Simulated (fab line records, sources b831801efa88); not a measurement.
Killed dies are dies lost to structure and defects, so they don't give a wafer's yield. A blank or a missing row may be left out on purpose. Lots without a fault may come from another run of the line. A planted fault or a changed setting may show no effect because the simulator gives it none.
Chamber matching | flow sky130 | SKY_VIA3_CMP_24 on cmp-01: 4 sister chambers
The step polishes, stops on SiO2, t overpolish 20 s, target thk 0 nm. 4 wafers are shown with their chamber, then 7 later ones without.

WAFERS WITH THEIR CHAMBER
wafer  | chamber | motor_current_A (A)
L997.6 | 0       | 9.4
L999.3 | 3       | 11.5
L106.2 | 1       | 9.6
L106.4 | 2       | 15.4

WAFERS WITHOUT THEIR CHAMBER
wafer  | motor_current_A (A)
L106.5 | 15.1
L109.1 | 9.6
L109.3 | 11.8
L109.4 | 9.7
L112.2 | 9.5
L112.5 | 9.5
L112.6 | 9.5

WHICH CHAMBER EACH WENT THROUGH
wafer  | from the rows above     | in truth
L106.5 | 2                       | 2
L109.1 | can't be placed: 1 or 0 | 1
L109.3 | 3                       | 3
L109.4 | can't be placed: 1 or 0 | 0
L112.2 | can't be placed: 0 or 1 | 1
L112.5 | can't be placed: 0 or 1 | 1
L112.6 | can't be placed: 0 or 1 | 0
Placed correctly: 2 of 7. Can't be placed from these rows: 5 (the true chamber is among the candidates in 5). Placed wrongly: 0.
How it was worked out, from the rows above alone: a wafer's distance from a chamber is the root of the sum, over the readings, of the square of ((its reading less the chamber's mean) divided by the reading's scatter). The wafer belongs to the nearest chamber; if the next one is less than 2 further off, it can't be placed. A chamber's mean is the mean of its shown wafers. The scatter: with one shown wafer a chamber, the root of the mean of the squares of how far each hidden wafer lies from its nearest shown one.
